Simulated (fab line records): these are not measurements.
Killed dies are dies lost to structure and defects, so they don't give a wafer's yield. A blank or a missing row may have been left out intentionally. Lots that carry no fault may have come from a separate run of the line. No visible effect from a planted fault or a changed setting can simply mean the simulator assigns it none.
Which tool was responsible? :: flow sky130 :: 11 lots, 33 wafers sampled, at 3 steps of a route of 708

## WHAT EACH GAUGE READ, for each wafer
SKY_VT_ADJUST_HVTP_CD_MEAS_07 targets a cd of 380 nm.
lot: L890
measured: day 6 07:07
on: cd sem-01
cd nm (nm): 377.6 376.3 379.3

lot: L893
measured: day 7 02:50
on: cd sem-01
cd nm (nm): - - -

lot: L901
measured: day 9 04:38
on: cd sem-01
cd nm (nm): 377.6 376.7 378.7

lot: L902
measured: day 9 14:35
on: cd sem-02
cd nm (nm): 385.8 385.6 384.6

lot: L904
measured: day 9 22:17
on: cd sem-01
cd nm (nm): 381.8 382.4 384.6

lot: L905
measured: day 10 14:17
on: cd sem-01
cd nm (nm): 379.8 379.2 380.2

lot: L906
measured: day 10 16:28
on: cd sem-02
cd nm (nm): 377.0 378.2 378.5

lot: L907
measured: day 10 20:57
on: cd sem-01
cd nm (nm): 375.9 375.5 375.4

lot: L909
measured: day 11 15:03
on: cd sem-01
cd nm (nm): 383.1 382.0 380.3

lot: L911
measured: day 11 18:44
on: cd sem-01
cd nm (nm): 376.1 377.1 378.5

lot: L912
measured: day 12 13:16
on: cd sem-01
cd nm (nm): 380.7 383.8 381.4

## WHICH TOOL RAN EACH LOT (tool, then ch and the chambers of the sampled wafers, then the start)
lot: L890
SKY_NWELL_RTA_28: rtp anneal-02 ch 0, day 5 12:56
SKY_VT_ADJUST_HVTP_EXPOSE_04: iline stepper-02 ch 0, day 5 21:57

lot: L893
SKY_NWELL_RTA_28: rtp anneal-02 ch 0, day 6 07:50
SKY_VT_ADJUST_HVTP_EXPOSE_04: iline stepper-02 ch 0, day 6 17:31

lot: L901
SKY_NWELL_RTA_28: rtp anneal-02 ch 0, day 8 06:55
SKY_VT_ADJUST_HVTP_EXPOSE_04: iline stepper-02 ch 0, day 8 18:01

lot: L902
SKY_NWELL_RTA_28: rtp anneal-02 ch 0, day 8 17:02
SKY_VT_ADJUST_HVTP_EXPOSE_04: iline stepper-02 ch 0, day 9 04:34

lot: L904
SKY_NWELL_RTA_28: rtp anneal-02 ch 0, day 9 04:20
SKY_VT_ADJUST_HVTP_EXPOSE_04: iline stepper-01 ch 0, day 9 15:58

lot: L905
SKY_NWELL_RTA_28: rtp anneal-01 ch 0, day 9 20:41
SKY_VT_ADJUST_HVTP_EXPOSE_04: iline stepper-02 ch 0, day 10 01:52

lot: L906
SKY_NWELL_RTA_28: rtp anneal-01 ch 0, day 9 21:40
SKY_VT_ADJUST_HVTP_EXPOSE_04: iline stepper-01 ch 0, day 10 04:28

lot: L907
SKY_NWELL_RTA_28: rtp anneal-01 ch 0, day 9 23:20
SKY_VT_ADJUST_HVTP_EXPOSE_04: iline stepper-02 ch 0, day 10 09:34

lot: L909
SKY_NWELL_RTA_28: rtp anneal-02 ch 0, day 10 15:38
SKY_VT_ADJUST_HVTP_EXPOSE_04: iline stepper-02 ch 0, day 11 02:08

lot: L911
SKY_NWELL_RTA_28: rtp anneal-01 ch 0, day 10 19:17
SKY_VT_ADJUST_HVTP_EXPOSE_04: iline stepper-01 ch 0, day 11 06:27

lot: L912
SKY_NWELL_RTA_28: rtp anneal-01 ch 0, day 11 13:31
SKY_VT_ADJUST_HVTP_EXPOSE_04: iline stepper-01 ch 0, day 12 00:41
- SKY_NWELL_RTA_28: time 30 s.
- SKY_VT_ADJUST_HVTP_EXPOSE_04: exposes mask HVTPM, target cd 380 nm.

## THE ANSWER, worked out from the rows above alone
Rule: the lots themselves supply what counts as usual. The widest of any qualifying gaps counts: lots, ordered by their means at a reading, are off when they make up no more than a third of the lots, leave a main group of 4 or more, and stand apart from it by 3 or more times the standard deviation of that group's means. A main group whose means are all the same, to the digits that the tables above print for the reading, isn't used. A lot without any number at a reading at which 4 lots or more have one is off too. Any other lot the step has rows for is counted as sound.
Off: L893, at SKY_VT_ADJUST_HVTP_CD_MEAS_07 (cd nm). Without a number there: L893. The main group: mean 379.8 nm, standard deviation 2.9.
A tool fits if, at a process step before that reading, it ran every lot that is off, and no sound lot after the first of them. Those tools and the gauges at SKY_VT_ADJUST_HVTP_CD_MEAS_07 are tried in the same way. None of those tried fits.

## WHAT HAD BEEN PUT IN BY THE SIMULATOR
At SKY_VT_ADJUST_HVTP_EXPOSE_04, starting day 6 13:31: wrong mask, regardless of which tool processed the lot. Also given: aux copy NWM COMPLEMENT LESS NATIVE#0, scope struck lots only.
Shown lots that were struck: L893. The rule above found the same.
